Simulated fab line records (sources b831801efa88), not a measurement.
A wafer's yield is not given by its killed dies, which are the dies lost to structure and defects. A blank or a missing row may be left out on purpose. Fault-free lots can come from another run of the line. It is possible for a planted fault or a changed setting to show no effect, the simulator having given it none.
Comparing a struck lot with a sound one	flow sky130	14 out of 708 route steps
Sound: the wafers L627.1, L627.2, L627.4. Struck: wafer L647.1. (L647.5 of the same lot was not struck and is left out.) The cause comes at the end.
Order at every step that has rows: each side's tool, ch and its chambers, its first start. Under that, the readings that differ: sound wafers	struck wafers	difference of the means	sigmas: that difference in standard deviations of wafers without a fault.
alike: readings whose means differ by less than 2 such deviations, and words and numbers that are the same on both sides. not compared: withheld readings, readings that some wafer has no value for, bounds like >300 that may hide the same value, and numbers for which the record gives no deviation and whose values overlap.
The two part at a step that has a row with sigmas, a row that says differs or no value, or rows on one side only. When numbers do not overlap yet have no deviation, they are printed without sigmas and do not part them. Lack of a reading on every wafer of one side parts them only where that side has two or more wafers.

first, 1 step without rows for these wafers: SKY_VIA4_DEVELOP_10 (develop time 60 s).
SKY_VIA4_OVL_MEAS_11:
  struck on overlay-01, day 48 02:01; sound on overlay-01, day 43 02:43
  alike: VIA4_OVL
SKY_VIA4_ETCH_12: etches SiO2 in C4F8/O2/Ar, stops on TiN, target depth 580 nm.
  sound on rie-diel-03 ch 0,1,2, day 43 02:45; struck on rie-diel-04 ch 0, day 48 02:03
  alike: oes-product-au
SKY_VIA4_STRIP_13: strips in O2/N2.
  sound on plasma-asher-03 ch 0,1, day 43 02:49; struck on plasma-asher-03 ch 0, day 48 02:07
  alike: drypump-motor-current-A, oes-product-au, strip-time-to-endpoint-s
  not compared: rf-hours-counter-h
then, 4 steps without rows for these wafers: SKY_VIA4_STRIP_14 (strips in post etch residue remover, time 1200 s); SKY_VIA4_CLEAN_15 (cleans in IPA, time 180 s); SKY_VIA4_CLEAN_16 (cleans in O3/DIW); SKY_VIA4_SPUTTER_17 (material TiN, target thk 20 nm, time 80 s).
SKY_VIA4_CVD_18: deposits W, target thk 505 nm, time 152.14 s.
  sound on cvd-w-02 ch 0,1, day 43 03:29; struck on cvd-w-02 ch 1, day 48 02:50
reading	sound	struck	difference	sigmas
chamber-pressure-Torr (Torr)	39.95 40.05 40.06	39.87	-0.15	-2
  alike: heater-power-w
SKY_VIA4_RS_MEAS_19: the measuring method here is four-point-probe.
  struck on film-metro-02, day 48 03:01; sound on film-metro-02, day 43 03:38
  alike: VIA4_W_RS
SKY_VIA4_THK_MEAS_20: measures by xrf.
  struck on film-metro-02, day 48 03:08; sound on film-metro-02, day 43 03:45
  alike: VIA4_W_THK
SKY_VIA4_CMP_21: polishes, stops on SiO2, t overpolish 25 s, target thk 0 nm.
  sound on cmp-02 ch 0,1,2, day 43 03:49; struck on cmp-01 ch 3, day 48 03:15
  alike: head-pressure-psi, motor-current-A, overpolish-run-s, retaining-ring-pressure-frac, slurry-flow-ml-min, time-to-endpoint-s
SKY_METAL5_SPUTTER_00: material Ti, target thk 15 nm, time 10 s.
  struck on pvd-sputter-02, day 48 03:30; sound on pvd-sputter-02, day 43 04:07
reading	sound	struck	difference	sigmas
model.Ti_of_METAL5_SPUTTER_00.thk-nm (nm)	15.28 14.91 15.18	24.63	+9.51	
  alike: throttle-valve-pct
SKY_METAL5_SPUTTER_01: material TiN, target thk 20 nm, time 16.7 s.
  struck on pvd-sputter-02, day 48 03:31; sound on pvd-sputter-02, day 43 04:08
  alike: throttle-valve-pct

== WHERE THEY PART ==
Only at SKY_VIA4_CVD_18, within this record. Later steps at which nothing parts them and some readings are alike: SKY_VIA4_RS_MEAS_19, SKY_VIA4_THK_MEAS_20, SKY_VIA4_CMP_21, SKY_METAL5_SPUTTER_00, SKY_METAL5_SPUTTER_01.

WHY: the cause the simulator had injected
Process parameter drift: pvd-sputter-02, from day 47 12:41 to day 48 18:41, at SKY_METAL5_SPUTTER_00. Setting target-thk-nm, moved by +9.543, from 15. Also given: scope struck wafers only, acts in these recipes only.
